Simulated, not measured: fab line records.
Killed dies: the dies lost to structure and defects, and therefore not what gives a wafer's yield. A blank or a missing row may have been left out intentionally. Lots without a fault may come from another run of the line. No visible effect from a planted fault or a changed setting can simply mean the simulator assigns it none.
Split-lot experiment | flow sfqLine | 23 wafers read from 5 lots, route of 325 steps

== ABOUT THE SPLIT ==
At SFQ_TRILAYER_JJ_TRILAYER_DEP_SPUTTER_110 (material Al, target thk 8 nm, time 10 s), the setting timeS was moved away from the recipe's 10 s on 6 of the 23 wafers read, by -7.1% to +12.4%. For the rest of the wafers, this setting stayed at what the recipe calls for.

Reading taken at the split's own step.

== THE READING ==
Al_of_TRILAYER_JJ_TRILAYER_DEP_SPUTTER_110.thkNm (the simulator's own value, which no gauge read), in nm, at SFQ_TRILAYER_JJ_TRILAYER_DEP_SPUTTER_110 (material Al, target thk 8 nm, time 10 s). The file does not state a usual value for it. Average 8.041 nm, standard deviation 0.18 nm, over the 17 wafers here run with the recipe.

wafer  | tool, chamber at the split | timeS as run, s | against the recipe | Al_of_TRILAYER_JJ_TRILAYER_DEP_SPUTTER_110.thkNm, nm | against lot-mates on the recipe
L074.1 | pvdSputter-05, -           | 10              | recipe             | 8.035                                                | -
L074.2 | pvdSputter-05, -           | 11.24           | +12.4%             | 8.782                                                | +0.829
L074.3 | pvdSputter-05, -           | 11.24           | +12.4%             | 8.897                                                | +0.944
L074.5 | pvdSputter-05, -           | 10              | recipe             | 7.931                                                | -
L074.6 | pvdSputter-05, -           | 10              | recipe             | 7.894                                                | -
L078.1 | pvdSputter-04, -           | 11.23           | +12.3%             | 9.164                                                | +0.916
L078.3 | pvdSputter-04, -           | 10              | recipe             | 8.36                                                 | -
L078.4 | pvdSputter-04, -           | 10              | recipe             | 8.203                                                | -
L078.5 | pvdSputter-04, -           | 10              | recipe             | 8.181                                                | -
L078.6 | pvdSputter-04, -           | 11.23           | +12.3%             | 9.481                                                | +1.233
L079.1 | pvdSputter-04, -           | 10              | recipe             | 8.148                                                | -
L079.2 | pvdSputter-04, -           | 10              | recipe             | 8.122                                                | -
L079.4 | pvdSputter-04, -           | 10              | recipe             | 8.362                                                | -
L082.1 | pvdSputter-03, -           | 10              | recipe             | 8.051                                                | -
L082.2 | pvdSputter-03, -           | 10              | recipe             | 8.073                                                | -
L082.3 | pvdSputter-03, -           | 10              | recipe             | 7.828                                                | -
L082.5 | pvdSputter-03, -           | 10              | recipe             | 8.086                                                | -
L082.6 | pvdSputter-03, -           | 10              | recipe             | 7.83                                                 | -
L083.1 | pvdSputter-03, -           | 9.289           | -7.1%              | 7.174                                                | -0.692
L083.2 | pvdSputter-03, -           | 10              | recipe             | 7.981                                                | -
L083.4 | pvdSputter-03, -           | 10              | recipe             | 7.661                                                | -
L083.5 | pvdSputter-03, -           | 10              | recipe             | 7.957                                                | -
L083.6 | pvdSputter-03, -           | 9.289           | -7.1%              | 7.519                                                | -0.347

THE FIT
A straight line over all 23 wafers: Al_of_TRILAYER_JJ_TRILAYER_DEP_SPUTTER_110.thkNm changes by +0.0866 nm for each +1% of timeS; r = +0.92; the points scatter about the line by 0.21 nm.
The same after taking each lot's own level away (the mean of its wafers on the recipe; 23 wafers): +0.0782 nm for each +1%; r = +0.96; scatter 0.13 nm.
Per that fit: largest timeS move, reading shift of 0.97 nm.
The span of the lots' own levels, 7.8663 to 8.2480 nm, comes to 2.1 times the standard deviation stated above.
So the slope is not independent of the lot-to-lot level: the two fits are not the same.
Check: +1.02 nm against its lot-mates is what the line predicts for one of the wafers moved furthest among these (+12.4%) when that wafer is left out of the fit. It came out at +0.829 nm against them.

== ADDITIONAL SPLITS CARRIED BY THESE WAFERS ==
Other splits were also applied to these wafers ahead of the reading. Each is held against what the fit with the lots' levels taken away leaves over:
other split on the same wafers                         | wafers away from the commonest value | r with Al_of_TRILAYER_JJ_TRILAYER_DEP_SPUTTER_110.thkNm (lot level and that fit taken away)
SFQ_TRILAYER_M4_DEP_SPUTTER_091 powerW                 | 7                                    | -0.23
SFQ_TRILAYER_M4_LITHO_COAT_093 spinRpm                 | 11                                   | -0.03
SFQ_TRILAYER_M4_BARC_OPEN_METAL_ETCH_123 pressureMtorr | 10                                   | +0.11
SFQ_TRILAYER_I4_VIA_LITHO_COAT_108 resistThkNm         | 4                                    | -0.09
SFQ_TRILAYER_I4_VIA_BARC_OPEN_VIA_ETCH_146 timeS       | 11                                   | +0.02

== THE FILE'S OWN FIT ==
Al_of_TRILAYER_JJ_TRILAYER_DEP_SPUTTER_110.thkNm changes by +0.0785 nm for each +1% of timeS, r = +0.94.
